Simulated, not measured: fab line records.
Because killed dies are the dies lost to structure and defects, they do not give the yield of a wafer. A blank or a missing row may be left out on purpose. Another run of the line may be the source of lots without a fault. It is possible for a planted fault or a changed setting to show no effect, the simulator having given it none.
A lot that was struck, set against a sound lot	flow sky130	15 steps out of a route of 708
Sound: wafers L900.2, L900.4, L900.5. Struck: wafers L916.1, L916.3, L916.4. The cause comes at the end.
At each step with rows: each side's tool, then ch and its chambers, then its first start. Under that, the readings that differ: sound wafers	struck wafers	difference of the means	sigmas: that difference in standard deviations of wafers without a fault.
alike: same words and numbers on both sides, and readings whose means sit less than 2 such deviations apart. not compared: any withheld reading, any reading some wafer has no value for, any bound like >300 that may hide the same value, and any number with overlapping values for which the record gives no deviation.
The two part at a step that has a row with sigmas, a row that says differs or no value, or rows on one side only. Numbers that have no deviation but don't overlap get no sigmas and don't part them. A reading that every wafer of one side lacks parts them only if that side has two wafers or more.

first, 1 step without rows for these wafers: SKY_POLY_GATE_CVD_03 (deposits Si3N4 from DCS/NH3, target thk 75 nm, time 1290 s).
SKY_POLY_GATE_THK_MEAS_04:
  sound on filmMetro-03, day 16 02:59; struck on filmMetro-03, day 22 01:23
  alike: POLY_GATE_CVD_03_THK
then, 8 steps without rows for these wafers: SKY_POLY_GATE_DEHYDRATE_05 (time 60 s); SKY_POLY_GATE_HMDS_06 (prime time 60 s); SKY_POLY_GATE_COAT_07 (resist thk 110 nm); SKY_POLY_GATE_COAT_08 (resist thk 450 nm); SKY_POLY_GATE_SOFTBAKE_09 (time 90 s); SKY_POLY_GATE_EXPOSE_10 (exposes mask P1M, target cd 150 nm); SKY_POLY_GATE_PEB_11; SKY_POLY_GATE_DEVELOP_12 (develop time 60 s).
SKY_POLY_GATE_CD_MEAS_13: target cd 150 nm.
  sound on cdSem-01, day 17 07:47; struck on cdSem-01, day 23 07:50
  alike: cdNm
SKY_POLY_GATE_OVL_MEAS_14:
  sound on overlay-01, day 17 07:53; struck on overlay-02, day 23 07:58
  alike: POLY_GATE_OVL
SKY_POLY_GATE_ETCH_15: etches BARC in N2/H2, stops on SiO2, time 118.5 s, target depth 110 nm.
  sound on rieDiel-04 ch 0,2,3, day 17 07:55; struck on rieDiel-03 ch 1,2,3, day 23 07:59
reading	sound	struck	difference	sigmas
biasW (W)	100.3 99.8 100.2	96.4 96.1 96.4	-3.8	-12
  alike: drypumpMotorCurrentA, oesProductAu, throttleValvePct
  not compared: rfHoursCounterH
SKY_POLY_GATE_ETCH_16: etches Si3N4 in CH3F/O2, stops on poly-Si, time 147.5 s, target depth 75 nm.
  sound on rieDiel-04 ch 0,2,3, day 17 08:00; struck on rieDiel-03 ch 1,2,3, day 23 08:04
  alike: O2_flow_sccm, biasW, drypumpMotorCurrentA, oesProductAu, throttleValvePct
  not compared: rfHoursCounterH
-- here the record skips 27 days between the struck wafers' starts before and after, leaving off in module POLY_GATE and picking up in module PAD_OPEN (first step shown: number 708 of the route) --
SKY_PAD_OPEN_PROBE_99:
  sound on prober-02, day 46 06:48; struck on prober-01, day 50 09:07
  alike: killed_at_M0_to_M3, killed_at_M4_up, killedAtContacts, killedAtFrontEnd, killedAtOther, killedDies, killedOnRim, killedOpen, killedShort

## WHERE THEY PART
Only at SKY_POLY_GATE_ETCH_15, within this record. Later steps at which nothing parts them and some readings are alike: SKY_POLY_GATE_ETCH_16, SKY_PAD_OPEN_PROBE_99.

WHY: what had been put in by the simulator
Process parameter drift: rieDiel-03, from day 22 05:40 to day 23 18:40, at SKY_POLY_GATE_ETCH_15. Setting biasW shifted by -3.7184 from 100. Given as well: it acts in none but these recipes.
